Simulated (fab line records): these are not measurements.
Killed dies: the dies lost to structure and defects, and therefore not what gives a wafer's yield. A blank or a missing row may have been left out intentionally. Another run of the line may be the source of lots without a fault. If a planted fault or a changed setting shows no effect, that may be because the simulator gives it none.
Split-lot experiment / flow sfqLine / 23 wafers read from 5 lots, route of 325 steps

## THE SPLIT ITSELF
At SFQ_TRILAYER_I6_VIA_LITHO_EXPOSE_170 (exposes mask I6, target cd 700 nm), the setting doseMj was moved away from the recipe's 21.3 on 12 of the 23 wafers read, by +3.3% to +6.5%. The other wafers ran this setting at the recipe's value.

## FROM THE SPLIT TO THE READING: what the file shows between them, 3 steps
- SFQ_TRILAYER_I6_VIA_LITHO_PEB_172: peb time 60 s
- SFQ_TRILAYER_I6_VIA_LITHO_DEVELOP_171: time 60 s
- SFQ_TRILAYER_I6_VIA_BARC_OPEN_VIA_ETCH_235: etches BARC in O2, target depth 125 nm, time 41.7 s

## THE READING
I6.cdNm (the simulator's own value, which no gauge read), in nm, at SFQ_TRILAYER_I6_VIA_ETCH_VIA_ETCH_172 (etches SiO2 in CHF3, stops on Nb, target depth 260 nm). There is no usual value for it anywhere in the file. Average 701.3 nm, standard deviation 2.5 nm, over the 11 wafers here run with the recipe.

wafer=L076.1; tool, chamber at the split=krfScanner-02, 0; doseMj as run=21.3; against the recipe=recipe; I6.cdNm, nm=701.2; against lot-mates on the recipe=-
wafer=L076.2; tool, chamber at the split=krfScanner-02, 0; doseMj as run=22.42; against the recipe=+5.3%; I6.cdNm, nm=709.4; against lot-mates on the recipe=+8.0
wafer=L076.3; tool, chamber at the split=krfScanner-02, 0; doseMj as run=21.3; against the recipe=recipe; I6.cdNm, nm=701.5; against lot-mates on the recipe=-
wafer=L076.5; tool, chamber at the split=krfScanner-02, 0; doseMj as run=22.42; against the recipe=+5.3%; I6.cdNm, nm=710; against lot-mates on the recipe=+8.6
wafer=L076.6; tool, chamber at the split=krfScanner-02, 0; doseMj as run=22.42; against the recipe=+5.3%; I6.cdNm, nm=708.2; against lot-mates on the recipe=+6.9
wafer=L081.2; tool, chamber at the split=krfScanner-02, 0; doseMj as run=21.3; against the recipe=recipe; I6.cdNm, nm=703.8; against lot-mates on the recipe=-
wafer=L081.3; tool, chamber at the split=krfScanner-02, 0; doseMj as run=21.3; against the recipe=recipe; I6.cdNm, nm=698.2; against lot-mates on the recipe=-
wafer=L081.6; tool, chamber at the split=krfScanner-02, 0; doseMj as run=21.3; against the recipe=recipe; I6.cdNm, nm=702.1; against lot-mates on the recipe=-
wafer=L082.1; tool, chamber at the split=krfScanner-02, 0; doseMj as run=21.3; against the recipe=recipe; I6.cdNm, nm=703.2; against lot-mates on the recipe=-
wafer=L082.2; tool, chamber at the split=krfScanner-02, 0; doseMj as run=21.3; against the recipe=recipe; I6.cdNm, nm=699.8; against lot-mates on the recipe=-
wafer=L082.3; tool, chamber at the split=krfScanner-02, 0; doseMj as run=22.51; against the recipe=+5.7%; I6.cdNm, nm=708.8; against lot-mates on the recipe=+7.3
wafer=L082.5; tool, chamber at the split=krfScanner-02, 0; doseMj as run=22.51; against the recipe=+5.7%; I6.cdNm, nm=711.1; against lot-mates on the recipe=+9.6
wafer=L082.6; tool, chamber at the split=krfScanner-02, 0; doseMj as run=22.51; against the recipe=+5.7%; I6.cdNm, nm=709.7; against lot-mates on the recipe=+8.2
wafer=L083.1; tool, chamber at the split=krfScanner-02, 0; doseMj as run=22.68; against the recipe=+6.5%; I6.cdNm, nm=706.4; against lot-mates on the recipe=+8.6
wafer=L083.2; tool, chamber at the split=krfScanner-02, 0; doseMj as run=22.68; against the recipe=+6.5%; I6.cdNm, nm=707.8; against lot-mates on the recipe=+10.0
wafer=L083.3; tool, chamber at the split=krfScanner-02, 0; doseMj as run=21.3; against the recipe=recipe; I6.cdNm, nm=698.6; against lot-mates on the recipe=-
wafer=L083.5; tool, chamber at the split=krfScanner-02, 0; doseMj as run=21.3; against the recipe=recipe; I6.cdNm, nm=696.9; against lot-mates on the recipe=-
wafer=L083.6; tool, chamber at the split=krfScanner-02, 0; doseMj as run=22.68; against the recipe=+6.5%; I6.cdNm, nm=708.4; against lot-mates on the recipe=+10.6
wafer=L084.1; tool, chamber at the split=krfScanner-01, 0; doseMj as run=21.3; against the recipe=recipe; I6.cdNm, nm=703.6; against lot-mates on the recipe=-
wafer=L084.2; tool, chamber at the split=krfScanner-01, 0; doseMj as run=22; against the recipe=+3.3%; I6.cdNm, nm=707.6; against lot-mates on the recipe=+3.4
wafer=L084.3; tool, chamber at the split=krfScanner-01, 0; doseMj as run=22; against the recipe=+3.3%; I6.cdNm, nm=703.7; against lot-mates on the recipe=-0.5
wafer=L084.4; tool, chamber at the split=krfScanner-01, 0; doseMj as run=22; against the recipe=+3.3%; I6.cdNm, nm=703.7; against lot-mates on the recipe=-0.5
wafer=L084.6; tool, chamber at the split=krfScanner-01, 0; doseMj as run=21.3; against the recipe=recipe; I6.cdNm, nm=704.9; against lot-mates on the recipe=-

THE FIT
A straight line over all 23 wafers: I6.cdNm changes by +1.27 nm for each +1% of doseMj; r = +0.85; the points scatter about the line by 2.3 nm.
The same after taking each lot's own level away (the mean of its wafers on the recipe; 23 wafers): +1.45 nm for each +1%; r = +0.90; scatter 2 nm.
The reading moves by 9.4 nm for the largest change in doseMj, on that fit.
Across the lots, their own levels run from 697.75 to 704.25 nm, a range of 2.6 times the standard deviation given above.
Thus the slope moves with the lot-to-lot level: the two fits are different.
Check: +9.02 nm against its lot-mates is what the line predicts for one of the wafers moved furthest among these (+6.5%) when that wafer is left out of the fit. Against them it came out at +8.65 nm.

## OTHER SPLITS APPLIED TO THESE WAFERS
Before the reading, these wafers also passed through other splits. Each is held against what the fit with the lots' levels taken away leaves over:
other split on the same wafers=SFQ_TRILAYER_M6_DEP_PRE_CLEAN_158 biasV; wafers away from the commonest value=7; r with I6.cdNm (lot level and that fit taken away)=-0.16
other split on the same wafers=SFQ_TRILAYER_M6_LITHO_COAT_159 resistThkNm; wafers away from the commonest value=11; r with I6.cdNm (lot level and that fit taken away)=+0.34
other split on the same wafers=SFQ_TRILAYER_M6_ETCH_METAL_ETCH_162 pressureMtorr; wafers away from the commonest value=18; r with I6.cdNm (lot level and that fit taken away)=+0.49
other split on the same wafers=SFQ_TRILAYER_I6_VIA_LITHO_COAT_174 resistThkNm; wafers away from the commonest value=12; r with I6.cdNm (lot level and that fit taken away)=-0.43

## THE WHOLE CHAIN: every reading that the file lists as answering this split, in the file's order
step=SFQ_TRILAYER_I6_VIA_BARC_OPEN_VIA_ETCH_235; what it does=etches BARC in O2, target depth 125 nm, time 41.7 s; reading=I6.cdNm (the simulator's own value, which no gauge read); change (the file's fit)=+1.48 nm for each +1% of the setting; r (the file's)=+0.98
step=SFQ_TRILAYER_I6_VIA_ETCH_VIA_ETCH_172; what it does=etches SiO2 in CHF3, stops on Nb, target depth 260 nm; reading=I6.cdNm (the simulator's own value, which no gauge read); change (the file's fit)=+1.37 nm for each +1% of the setting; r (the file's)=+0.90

## THE FILE'S OWN FIT
I6.cdNm changes by +1.37 nm for each +1% of doseMj, r = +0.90.
